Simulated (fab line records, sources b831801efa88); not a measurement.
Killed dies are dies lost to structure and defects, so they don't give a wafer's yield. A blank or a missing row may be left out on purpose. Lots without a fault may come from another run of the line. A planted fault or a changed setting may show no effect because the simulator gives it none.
One fault seen from 2 desks | flow gf180mcu | each desk has only its own numbers; what lay behind them comes last

THE METROLOGY DESK
What the gauges read, lot by lot, whatever tool the lot ran on: means of the sampled wafers that have a number. A lot is out of limits, marked OUT, if its mean lies more than 4 standard deviations from the usual mean; the brackets give that distance.
Columns: A = MVPSD_RS at GF_VT_IMPLANT_RS_MEAS_49, usual 1168 ohm/sq; B = cd_nm at GF_HV_LDD_CD_MEAS_19, usual 400.1 nm
lot  | first seen here | A    | B
L717 | day 7 11:05     | 1166 | 400.3
L718 | day 7 19:40     | 1172 | 399.7
L720 | day 8 09:21     | 1171 | 400.3
L721 | day 8 17:58     | 1169 | 400.0
L723 | day 9 05:44     | 1172 | 404.4
L724 | day 9 15:54     | 1171 | 399.3
L725 | day 9 18:58     | 1172 | 401.0
L726 | day 9 23:21     | 1167 | 401.0
L728 | day 10 16:29    | 1172 | 395.7
L730 | day 11 04:10    | 1167 | 397.8
L733 | day 12 01:54    | 1170 | 402.6
L734 | day 12 06:28    | 1169 | 403.1
L736 | day 12 23:04    | 1161 | 399.9
This desk's finding: nothing out of limits on any of the 13 lots.

THE TOOL OWNER'S DESK: litho_track-03
The tool's own readings at GF_HV_LDD_COAT_02 (resist thk 1000 nm): means of the sampled wafers that have a number, for each lot that ran on this tool. A lot is out of limits, marked OUT, if its mean lies more than 4 standard deviations from the usual mean; the brackets give that distance.
Columns: A = spin_speed_rpm at GF_HV_LDD_COAT_02, usual 3000.1 rpm
lot  | first seen here | A
L717 | day 9 12:40     | 2998.9
L730 | day 13 12:02    | 2999.8
L733 | day 14 10:38    | 3148.3 (+74) OUT
L734 | day 14 17:38    | 3151.0 (+75) OUT
L736 | day 15 07:47    | 3150.7 (+75) OUT
This desk's finding: out of limits on L733, L734, L736; first on L733, day 14 10:38 (spin_speed_rpm at GF_HV_LDD_COAT_02). In limits: L717, L730.

PUT TOGETHER
The tool owner's desk could have raised an alarm at day 14 10:38, on L733, L734, L736.
The metrology desk saw nothing out of limits.
The metrology desk has L733, L734, L736 on record, within its limits.
Of the lots named, all ran GF_HV_LDD_COAT_02 on litho_track-03.

WHAT THE SIMULATOR HAD PUT IN
Process parameter drift: litho_track-03, from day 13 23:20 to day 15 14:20, at GF_HV_LDD_COAT_02. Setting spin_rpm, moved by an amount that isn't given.
Lots struck among those shown: L733, L734, L736.
Hours from the fault's start to each desk's first reading out of limits: the tool owner's desk, 11.
